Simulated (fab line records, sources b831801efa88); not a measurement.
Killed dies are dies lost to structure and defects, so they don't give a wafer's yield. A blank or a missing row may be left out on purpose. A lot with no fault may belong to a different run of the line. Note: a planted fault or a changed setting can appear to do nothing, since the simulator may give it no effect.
Chamber matching ; flow gf180mcu ; GF_V2_CMP_04 on cmp-01 has 4 sister chambers
The step polishes SiO2. 7 wafers are shown with their chamber, then 9 later ones without.

## WAFERS, EACH WITH ITS CHAMBER
wafer;chamber;motorCurrentA (A);timeToEndpointS (s)
L472.2;0;12.4;78
L474.2;2;12.5;83
L475.3;3;14.1;84
L475.5;1;13.4;79
L477.1;1;12.7;70
L477.2;3;12.7;75
L477.3;2;11.9;80

## WAFERS WHOSE CHAMBER IS MISSING
wafer;motorCurrentA (A);timeToEndpointS (s)
L480.1;13.1;80
L480.2;13.2;80
L480.6;12.9;88
L483.1;12.5;84
L483.4;13.3;84
L483.6;12.9;82
L493.2;13.2;79
L493.3;13.9;82
L493.4;13.1;84

## EACH ONE'S CHAMBER
wafer;from the rows above;in truth
L480.1;can't be placed: 3 or 1 or 0 or 2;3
L480.2;can't be placed: 3 or 1 or 0 or 2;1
L480.6;can't be placed: 2 or 3 or 0 or 1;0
L483.1;can't be placed: 2 or 0 or 3 or 1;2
L483.4;can't be placed: 3 or 2 or 0 or 1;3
L483.6;can't be placed: 3 or 2 or 0 or 1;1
L493.2;can't be placed: 3 or 1 or 0 or 2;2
L493.3;can't be placed: 3 or 1 or 0 or 2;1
L493.4;can't be placed: 3 or 2 or 0 or 1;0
Placed correctly: 0 of 9. Can't be placed from these rows: 9 (the true chamber is among the candidates in 9). 0 placed wrongly.
How it was worked out, from the rows above alone: a wafer's distance from a chamber is the root of the sum, over the readings, of the square of ((its reading less the chamber's mean) divided by the reading's scatter). If the next closest chamber is less than 2 further off than the closest, the wafer can't be placed; otherwise it belongs to the closest. A chamber's mean is the mean of its shown wafers. How the scatter is found: for the shown wafers, subtract from each reading the mean of its chamber, square and add these, divide the total by (wafers less chambers), then take the root.
